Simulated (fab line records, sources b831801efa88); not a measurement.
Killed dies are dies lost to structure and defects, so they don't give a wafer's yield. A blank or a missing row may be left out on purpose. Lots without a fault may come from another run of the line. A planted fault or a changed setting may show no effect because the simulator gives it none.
Which tool did it? | flow gf180mcu | 14 lots, 42 wafers sampled, at 1 step of a route of 602

WHAT THE GAUGES READ, wafer by wafer
GF_VT_IMPLANT_OVL_MEAS_29.
lot  | measured     | on         | VT_IMPLANT_02_OVL (nm)
L400 | day 7 04:47  | overlay-01 | 0.3 -1.9 -1.5
L401 | day 7 13:02  | overlay-01 | -1.6 -1.5 -1.0
L403 | day 8 00:36  | overlay-02 | -0.8 -1.0 -0.5
L404 | day 8 04:05  | overlay-02 | -0.9 -1.8 -1.7
L405 | day 8 13:17  | overlay-02 | -1.6 -3.2 -1.6
L406 | day 8 20:17  | overlay-01 | -0.8 -1.1 0.1
L407 | day 9 03:59  | overlay-01 | -1.9 -0.9 -3.1
L410 | day 10 01:36 | overlay-01 | -1.4 -2.6 -2.8
L414 | day 11 03:03 | overlay-02 | -1.1 -0.7 -1.5
L417 | day 11 18:51 | overlay-01 | 0.2 0.6 -1.1
L419 | day 12 05:53 | overlay-01 | -2.7 -1.9 -2.3
L420 | day 12 14:59 | overlay-01 | -0.4 -0.7 -1.2
L421 | day 12 20:18 | overlay-02 | -0.9 -1.7 -3.0
L422 | day 13 02:38 | overlay-01 | -0.1 -0.6 -1.1

WHICH TOOL RAN EACH LOT (tool, then ch and the chambers of the sampled wafers, then the start)
The record holds no process step before these readings.

WHAT THE TOOLS THEMSELVES READ (means of the sampled wafers that have a number; where no wafer has one, the mark that the record gives instead)
The record holds no such reading with a usual standard deviation.

THE ANSWER, worked out from the rows above alone
Rule: what is usual is taken from the lots themselves. Put in order of their means at a reading, lots are off if they are a third of the lots or fewer, leave a main group of 4 or more, and stand apart from it by a gap of 3 or more times the standard deviation of the main group's means; of several such gaps the widest counts. A main group whose means are all the same, to the digits that the tables above print for the reading, isn't used. A lot without any number at a reading at which 4 lots or more have one is off too. The other lots that the step has rows for count as sound. The gauges are gone through in route order, then the tools' own readings, and for those a lot's mean is taken as printed above. The first step at which some lot is off is used, and at that step the reading that is off furthest; a lot without a number counts as furthest.
No lot is off at any reading shown: from this, nothing can be told.

WHAT THE SIMULATOR HAD PUT IN
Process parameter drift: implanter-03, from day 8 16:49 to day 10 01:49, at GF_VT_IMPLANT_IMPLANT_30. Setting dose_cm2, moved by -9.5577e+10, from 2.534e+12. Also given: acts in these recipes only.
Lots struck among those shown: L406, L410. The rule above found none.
